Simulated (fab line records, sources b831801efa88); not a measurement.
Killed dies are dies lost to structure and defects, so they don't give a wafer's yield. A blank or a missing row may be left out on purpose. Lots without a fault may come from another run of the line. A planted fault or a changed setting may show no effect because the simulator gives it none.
Chamber matching | flow sky130 | SKY_VIA4_CMP_21 on cmp-02: 4 sister chambers
The step polishes, stops on SiO2, t overpolish 25 s, target thk 0 nm. 4 wafers are shown with their chamber, then 8 later ones without.

WAFERS WITH THEIR CHAMBER
wafer  | chamber | motor_current_A (A)
L181.4 | 3       | 11.7
L181.6 | 0       | 11.1
L186.5 | 2       | 11.5
L187.2 | 1       | 9.1

WAFERS WITHOUT THEIR CHAMBER
wafer  | motor_current_A (A)
L187.4 | 11.3
L187.5 | 8.8
L190.1 | 10.7
L190.3 | 10.8
L190.5 | 11.5
L194.1 | 11.2
L194.2 | 10.8
L194.5 | 11.4

WHICH CHAMBER EACH WENT THROUGH
wafer  | from the rows above          | in truth
L187.4 | can't be placed: 2 or 0 or 3 | 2
L187.5 | 1                            | 1
L190.1 | can't be placed: 0 or 2      | 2
L190.3 | can't be placed: 0 or 2      | 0
L190.5 | can't be placed: 2 or 3 or 0 | 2
L194.1 | can't be placed: 0 or 2 or 3 | 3
L194.2 | can't be placed: 0 or 2      | 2
L194.5 | can't be placed: 2 or 3 or 0 | 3
Placed correctly: 1 of 8. Can't be placed from these rows: 7 (the true chamber is among the candidates in 7). Placed wrongly: 0.
How it was worked out, from the rows above alone: a wafer's distance from a chamber is the root of the sum, over the readings, of the square of ((its reading less the chamber's mean) divided by the reading's scatter). The wafer belongs to the nearest chamber; if the next one is less than 2 further off, it can't be placed. A chamber's mean is the mean of its shown wafers. The scatter: with one shown wafer a chamber, the root of the mean of the squares of how far each hidden wafer lies from its nearest shown one.
